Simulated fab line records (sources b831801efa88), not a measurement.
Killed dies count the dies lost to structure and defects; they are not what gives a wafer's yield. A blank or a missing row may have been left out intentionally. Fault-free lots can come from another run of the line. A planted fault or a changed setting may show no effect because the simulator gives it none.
Which tool was responsible? | flow gf180mcu | 21 wafers from 7 lots sampled at 2 of the route's 602 steps

== WHAT EACH GAUGE READ, for each wafer ==
GF_HV_LDD_TW_MEAS_23.
lot  | measured     | on            | HV_LDD_2_TW
L594 | day 12 01:41 | film-metro-04 | 1060 1059 1065
L599 | day 13 17:08 | film-metro-03 | 1057 1059 1053
L602 | day 14 19:31 | film-metro-03 | 1110 1109 1108
L606 | day 15 21:46 | film-metro-03 | 1063 1065 1059
L609 | day 16 22:41 | film-metro-02 | 1058 1067 1057
L611 | day 17 18:01 | film-metro-04 | 1077 1069 1074
L613 | day 18 02:09 | film-metro-04 | 1062 1066 1067

== WHAT TOOL EACH LOT RAN ON (gives the tool, then ch and the chambers of the sampled wafers, and finally the start) ==
lot  | GF_HV_LDD_IMPLANT_21
L594 | implanter-02 ch 0, day 12 01:26
L599 | implanter-01 ch 0, day 13 16:55
L602 | implanter-01 ch 0, day 14 19:16
L606 | implanter-03 ch 0, day 15 21:31
L609 | implanter-02 ch 0, day 16 22:26
L611 | implanter-01 ch 0, day 17 17:46
L613 | implanter-02 ch 0, day 18 01:55
- GF_HV_LDD_IMPLANT_21

== THE ANSWER, worked out from the rows above alone ==
Rule: usual is defined by the lots themselves. Put in order of their means at a reading, lots are off if they are a third of the lots or fewer, leave a main group of 4 or more, and stand apart from it by a gap of 3 or more times the standard deviation of the main group's means; of several such gaps the widest counts. If all means in a main group match to the digits the tables above print for the reading, that group is not used. Also off: a lot with no number at a reading for which 4 or more lots have one. The other lots that the step has rows for count as sound.
Off: L602, at GF_HV_LDD_TW_MEAS_23 (HV_LDD_2_TW). The main group has a mean of 1063 with a standard deviation of 5.2.
If a tool, at a process step before that reading, ran all the lots that are off and no sound lot after the first of them, it fits. Those tools and the gauges at GF_HV_LDD_TW_MEAS_23 are tried in the same way. No candidate that was tried fits.

== WHAT THE SIMULATOR PUT IN ==
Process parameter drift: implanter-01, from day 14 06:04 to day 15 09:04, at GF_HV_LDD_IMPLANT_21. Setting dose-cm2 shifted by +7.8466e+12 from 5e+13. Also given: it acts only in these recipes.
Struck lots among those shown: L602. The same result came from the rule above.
